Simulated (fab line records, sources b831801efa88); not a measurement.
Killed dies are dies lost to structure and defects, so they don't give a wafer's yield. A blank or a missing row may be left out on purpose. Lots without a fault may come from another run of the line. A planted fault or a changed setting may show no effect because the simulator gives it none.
Which tool did it? | flow sky130 | 10 lots, 30 wafers sampled, at 2 steps of a route of 708

WHAT THE GAUGES READ, wafer by wafer
SKY_NWELL_THK_MEAS_02.
lot  | measured    | on            | NWELL_OXIDATION_THK (nm)
L632 | day 2 12:04 | film_metro-04 | 10.02 10.13 9.95
L640 | day 4 08:31 | film_metro-04 | 10.74 10.78 10.73
L643 | day 4 22:54 | film_metro-04 | 10.69 10.63 10.58
L646 | day 5 12:23 | film_metro-02 | 9.71 9.63 9.76
L647 | day 5 17:02 | film_metro-02 | 10.01 10.06 9.95
L648 | day 5 22:32 | film_metro-02 | 10.31 10.29 10.29
L649 | day 6 04:19 | film_metro-02 | 10.04 9.88 9.78
L651 | day 6 18:54 | film_metro-02 | 10.05 9.92 9.88
L652 | day 7 10:34 | film_metro-02 | 10.35 10.09 9.96
L654 | day 7 10:34 | film_metro-03 | 9.93 9.92 9.98

WHICH TOOL RAN EACH LOT (tool, then ch and the chambers of the sampled wafers, then the start)
lot  | SKY_FIELD_ISO_ETCH_17
L632 | rie_si-01 ch 0,2,3, day 2 04:48
L640 | rie_si-01 ch 0,1,3, day 4 00:23
L643 | rie_si-01 ch 0,3, day 4 15:35
L646 | rie_si-01 ch 0,1,2, day 5 06:25
L647 | rie_si-02 ch 2,3, day 5 11:02
L648 | rie_si-02 ch 0,2,3, day 5 15:50
L649 | rie_si-02 ch 0,1,3, day 5 21:47
L651 | rie_si-01 ch 0,1,3, day 6 06:41
L652 | rie_si-02 ch 0,2,3, day 7 01:02
L654 | rie_si-01 ch 0,2,3, day 7 01:32
- SKY_FIELD_ISO_ETCH_17: etches Si in HBr/Cl2/O2, target depth 342 nm, time 97.7 s.

THE ANSWER, worked out from the rows above alone
Rule: what is usual is taken from the lots themselves. Put in order of their means at a reading, lots are off if they are a third of the lots or fewer, leave a main group of 4 or more, and stand apart from it by a gap of 3 or more times the standard deviation of the main group's means; of several such gaps the widest counts. A main group whose means are all the same, to the digits that the tables above print for the reading, isn't used. A lot without any number at a reading at which 4 lots or more have one is off too. The other lots that the step has rows for count as sound.
No lot is off at any reading shown: from this, nothing can be told.

WHAT THE SIMULATOR HAD PUT IN
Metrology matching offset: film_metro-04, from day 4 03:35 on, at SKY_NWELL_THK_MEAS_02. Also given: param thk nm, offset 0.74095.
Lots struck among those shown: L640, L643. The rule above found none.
